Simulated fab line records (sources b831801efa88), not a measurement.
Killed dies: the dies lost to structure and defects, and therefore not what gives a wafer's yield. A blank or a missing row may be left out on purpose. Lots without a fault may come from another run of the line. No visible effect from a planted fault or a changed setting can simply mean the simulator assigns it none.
Struck lot and sound lot, side by side | flow sky130 | 44 steps out of a route of 708
Sound: wafers L725.2, L725.3, L725.6. Struck: wafer L732.1; the same lot's L732.2 was not struck, so it is left out; see the end for the cause.
Each step with rows lists, per side, the tool, then ch with its chambers, then its first start. Under that, the readings that differ: sound wafers | struck wafers | difference of the means | sigmas: that difference in standard deviations of wafers without a fault.
alike: readings whose means differ by less than 2 such deviations, and words and numbers that are the same on both sides. not compared: withheld readings, readings that some wafer has no value for, bounds like >300 that may hide the same value, and numbers for which the record gives no deviation and whose values overlap.
The two part at a step that has a row with sigmas, a row that says differs or no value, or rows on one side only. When numbers do not overlap yet have no deviation, they are printed without sigmas and do not part them. A reading missing from all wafers of one side parts the sides only when that side holds two or more wafers.

first, 3 steps without rows for these wafers: SKY_VIA3_CLEAN_18 (cleans in IPA, time 180 s); SKY_VIA3_CLEAN_19 (cleans in O3/DIW); SKY_VIA3_SPUTTER_20 (material TiN, target thk 20 nm, time 80 s).
SKY_VIA3_CVD_21: deposits W, target thk 390 nm, time 117.31 s.
  sound on cvd w-02 ch 0,1, day 41 23:07; struck on cvd w-01 ch 0, day 43 21:25
  alike: heater power outer w, heater power w, susceptor temp C
SKY_VIA3_RS_MEAS_22: measurement is done with a four-point probe.
  struck on film metro-03, day 43 21:33; sound on film metro-02, day 41 23:16
  alike: VIA3_W_RS
SKY_VIA3_THK_MEAS_23: measures by xrf.
  struck on film metro-03, day 43 21:40; sound on film metro-02, day 41 23:23
  alike: VIA3_W_THK
then, 1 step without rows for these wafers: SKY_VIA3_CMP_24 (polishes, stops on SiO2, t overpolish 20 s, target thk 0 nm).
SKY_METAL4_SPUTTER_00: material Ti, target thk 15 nm, time 10 s.
  struck on pvd sputter-03, day 43 22:02; sound on pvd sputter-04, day 41 23:44
  alike: throttle valve pct
then, 1 step without rows for these wafers: SKY_METAL4_SPUTTER_01 (material TiN, target thk 20 nm, time 16.7 s).
SKY_METAL4_SPUTTER_02: material AlCu, target thk 735 nm, time 39.1 s.
  struck on pvd sputter-03, day 43 22:05; sound on pvd sputter-04, day 41 23:46
  alike: throttle valve pct
then, 2 steps without rows for these wafers: SKY_METAL4_SPUTTER_03 (material Ti, target thk 5 nm, time 3.3 s); SKY_METAL4_SPUTTER_04 (material TiN, target thk 70 nm, time 58.3 s).
SKY_CAP2M_CVD_00: deposits SiO2, target thk 15.5 nm.
  sound on pecvd-01 ch 0,1,2, day 41 23:53; struck on pecvd-03 ch 0, day 43 22:11
  reading                                | sound             | struck | difference | sigmas
  model.SiO2_of_CAP2M_CVD_00.thk nm (nm) | 15.42 15.62 15.61 | 29.48  | +13.93     |
  alike: heater power outer w, heater power w, susceptor temp C
SKY_CAP2M_THK_MEAS_01:
  struck on film metro-03, day 43 22:13; sound on film metro-01, day 41 23:55
  reading               | sound             | struck | difference | sigmas
  CAP2M_CVD_00_THK (nm) | 15.41 15.65 15.60 | 29.51  | +13.96     | +61
then, 1 step without rows for these wafers: SKY_CAP2M_SPUTTER_02 (material TiN, target thk 200 nm, time 166.7 s).
SKY_CAP2M_RS_MEAS_03: measurement is done with a four-point probe.
  struck on film metro-01, day 43 22:23; sound on film metro-04, day 42 00:05
  alike: CAP2M_TIN_RS
SKY_CAP2M_THK_MEAS_04: measures by xrf.
  struck on film metro-01, day 43 22:30; sound on film metro-04, day 42 00:12
  alike: CAP2M_TIN_THK
then, 7 steps without rows for these wafers: SKY_CAP2M_DEHYDRATE_05 (time 60 s); SKY_CAP2M_HMDS_06 (prime time 60 s); SKY_CAP2M_COAT_07 (resist thk 1140 nm); SKY_CAP2M_SOFTBAKE_08 (time 60 s); SKY_CAP2M_EXPOSE_09 (exposes mask CAP2M, target cd 1000 nm); SKY_CAP2M_PEB_10; SKY_CAP2M_DEVELOP_11 (develop time 60 s).
SKY_CAP2M_OVL_MEAS_12:
  struck on overlay-02, day 44 21:49; sound on overlay-01, day 42 23:49
  alike: CAP2M_OVL
SKY_CAP2M_METAL_ETCH_13: etches TiN in Cl2/BCl3, stops on SiO2, target depth 220 nm, time 62.9 s.
  sound on rie metal-01 ch 0,1, day 42 23:50; struck on rie metal-02 ch 1, day 44 21:52
  alike: drypump motor current A, oes product au, throttle valve pct
  not compared: rf hours counter h
then, 12 steps without rows for these wafers: SKY_CAP2M_STRIP_14 (strips in O2/N2); SKY_CAP2M_STRIP_15 (strips in post etch residue remover, time 1200 s); SKY_CAP2M_CLEAN_16 (cleans in IPA, time 180 s); SKY_CAP2M_CLEAN_17 (cleans in O3/DIW); SKY_METAL4_DEHYDRATE_05 (time 60 s); SKY_METAL4_HMDS_06 (prime time 60 s); SKY_METAL4_COAT_07 (resist thk 60 nm); SKY_METAL4_COAT_08 (resist thk 1140 nm); SKY_METAL4_SOFTBAKE_09 (time 90 s); SKY_METAL4_EXPOSE_10 (exposes mask MM4, target cd 300 nm); SKY_METAL4_PEB_11; SKY_METAL4_DEVELOP_12 (develop time 60 s).
SKY_METAL4_CD_MEAS_13 targets a cd of 300 nm.
  struck on cd sem-01, day 45 21:31; sound on cd sem-02, day 44 00:05
  alike: cd nm
SKY_METAL4_OVL_MEAS_14:
  struck on overlay-02, day 45 21:38; sound on overlay-01, day 44 00:12
  reading         | sound    | struck | difference | sigmas
  METAL4_OVL (nm) | -6 -5 -2 | 12     | +16        | +3
SKY_METAL4_DESCUM_15: chemistry O2, time 8 s.
  sound on rie metal-01 ch 0,1, day 44 00:14; struck on rie metal-01 ch 1, day 45 21:40
  alike: drypump motor current A, oes product au, temp c
  not compared: rf hours counter h
then, 1 step without rows for these wafers: SKY_METAL4_ETCH_16 (etches BARC in N2/H2, stops on SiO2, time 88.2 s, target depth 60 nm).
SKY_METAL4_ETCH_17: etches SiO2 in C4F8/O2/Ar, stops on TiN, time 3.9 s, target depth 15 nm.
  sound on rie diel-02 ch 0,1, day 44 00:22; struck on rie diel-04 ch 3, day 45 21:47
  reading                  | sound             | struck | difference | sigmas
  oes product au (a.u.)    | 0.755 0.759 0.761 | 0.996  | +0.238     | +34
  model.etch.depth nm (nm) | 15.42 15.62 15.61 | 25.34  | +9.79      |
  not compared: rf hours counter h
-- the record jumps here: 4 days lie between the struck wafers' starts before and after (it left off in module METAL4 and takes up again in module PAD_OPEN, whose first step shown is number 708 of the route) --
SKY_PAD_OPEN_PROBE_99:
  struck on prober-01, day 49 12:50; sound on prober-01, day 48 00:35
  reading                                | sound             | struck | difference | sigmas
  model.etest.tester.sort n pass         | 404 413 405       | 0      | -407       |
  model.etest.tester.sort yield pct (%)  | 82.11 83.94 82.32 | 0      | -83        |
  model.etest.tester.sort_bin_3_pct (%)  | 1.626 0.813 1.423 | 87.2   | +85.9      |
  model.etest.licon poly.short           | 0 0 0             | 1      | +1         |
  model.etest.res iso pwell.short        | 0 0 0             | 1      | +1         |
  model.etest.via4 chain.short           | 0 0 0             | 1      | +1         |
  model.etest.met4.short                 | 0 0 0             | 1      | +1         |
  model.etest.sram pfet latch.over limit | 0 0 0             | 1      | +1         |
  alike: defect limited yield, killed_at_M0_to_M3, killed_at_M4_up, killed at contacts, killed at front end, killed at other, killed dies, killed open, killed short

## WHERE THEY PART
First at SKY_CAP2M_THK_MEAS_01; last, within this record, at SKY_METAL4_ETCH_17. Later steps at which nothing parts them and some readings are alike: SKY_PAD_OPEN_PROBE_99.

WHY: the cause the simulator had injected
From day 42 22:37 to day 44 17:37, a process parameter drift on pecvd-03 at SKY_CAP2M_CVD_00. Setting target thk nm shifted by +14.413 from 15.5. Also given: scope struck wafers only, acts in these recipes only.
